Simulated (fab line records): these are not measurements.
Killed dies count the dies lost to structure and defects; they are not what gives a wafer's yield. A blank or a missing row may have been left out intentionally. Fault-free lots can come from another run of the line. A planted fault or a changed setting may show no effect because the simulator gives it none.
Problem report in the 8D (eight disciplines) form, filled by code / flow gf180mcu / the parts of the form that need people (team, actions taken, sign-off) are left out

1. WHAT WENT WRONG
V5_W_RS at GF_V5_RS_MEAS_24 reads a mean of 0.2331 ohm/sq on 2 wafers of 1 lot; wafers without a fault read 0.3293 ohm/sq with a standard deviation of 0.0028. That puts it -34 standard deviations away from the usual mean.
The step: measures by four-point-probe.
Earliest sighting: wafer L103.2 on filmMetro-04 at day 30 13:20. Wafers with a number at this step in the record: 33, from 11 lots. Rule for "out" (also "out of limits"): further than 4 standard deviations from the usual mean. All remaining wafers that have a number are taken as sound.

2. WHAT IT IS; WHAT IT IS NOT
question=which readings at this step | is=V5_W_RS | is not=-
question=which lots | is=L103 | is not=L100, L101, L102, L104, L114, L993, L995, L997, L998, L999
question=which wafers of those lots | is=L103.2, L103.3 | is not=L103.1
question=read on which gauges | is=filmMetro-04 | is not=filmMetro-02, filmMetro-03
question=when | is=from day 30 13:20 | is not=up to then (25 sound wafers); but 6 sound wafers of L104, L114 came after

3. SUSPECTS, AND WHAT RULES EACH OUT
Counting: any tool at a process step up to the reading remains a suspect provided it ran every lot that is out. Sound lots after the first of them don't rule it out here, since some wafers of a struck lot are sound.
- the gauge at GF_V5_RS_MEAS_24 has been ruled out. All the wafers that are out were read on filmMetro-04, but those of them that GF_V5_CMP_26 has rows for are out there too, on other tools.
- pvdSputter-02 at GF_V5_SPUTTER_21 (material Ti, target thk 15 nm, time 80.02 s): kept. L103, the lot that is out, went through it at day 30 13:01; up to then, the latest sound lot through it was L998 at day 28 21:59.
- cvdW-02 at GF_V5_CVD_23 (deposits W, target thk 350 nm, time 104.9 s): kept. L103, the lot that is out, went through it at day 30 13:07; up to then, the latest sound lot through it was L102 at day 30 12:28.
- Within cvdW-02 at GF_V5_CVD_23, the wafers that are out were processed in chamber 1 and their sound lot-mates in chamber 0.
What counting leaves: pvdSputter-02 at GF_V5_SPUTTER_21 and cvdW-02 at GF_V5_CVD_23.

4. THE CAUSE (what the simulator had put in)
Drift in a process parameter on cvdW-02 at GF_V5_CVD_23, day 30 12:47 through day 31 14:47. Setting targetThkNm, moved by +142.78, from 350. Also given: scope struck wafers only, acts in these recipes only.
Counting leaves 2 suspects; this tool is one of them.

5. THE EFFECT CHAIN, in route order
Rows list readings where the struck wafers' mean (over those with a number) sits beyond 3 standard deviations from the usual. Readings are gone through only where the record gives a usual standard deviation; hours: the median, over the lots, of the time from a lot's start at the first step in this table giving one to that lot's start at this step; sigmas: the change measured in usual standard deviations.
hours=0; step=GF_V5_RS_MEAS_24; reading=V5_W_RS; usual=0.3293 ohm/sq; on struck wafers=0.2331; change=-0.0962; sigmas=-34
hours=0; step=GF_V5_THK_MEAS_25; reading=V5_W_THK; usual=350 nm; on struck wafers=494; change=+144; sigmas=+41
hours=0; step=GF_V5_CMP_26; reading=timeToEndpointS; usual=84 s; on struck wafers=108; change=+24; sigmas=+7.0
The process steps in it:
- GF_V5_CMP_26: polishes, stops on SiO2, t overpolish 15 s, target thk 0 nm.
Later measuring or inspecting steps at which every struck wafer that the step has a row for has a number for every such reading, and none has moved that far: GF_TOP_METAL_THK_MEAS_06.

6. HOW IT WOULD HAVE BEEN CAUGHT EARLIER
In this record the first reading out of limits at a measuring or inspecting step was taken at day 30 13:20, 1 hour after the fault began at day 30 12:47.
Of the tool readings at GF_V5_CVD_23 for which the record gives a usual standard deviation, none was out on any struck wafer, so an alarm limit of 4 standard deviations on them would not have fired.
The start of GF_V5_CVD_23 on cvdW-02 came by day 30 13:20 for every one of the lots that are out (1). Tool hold at that time: it would have spared none of them.
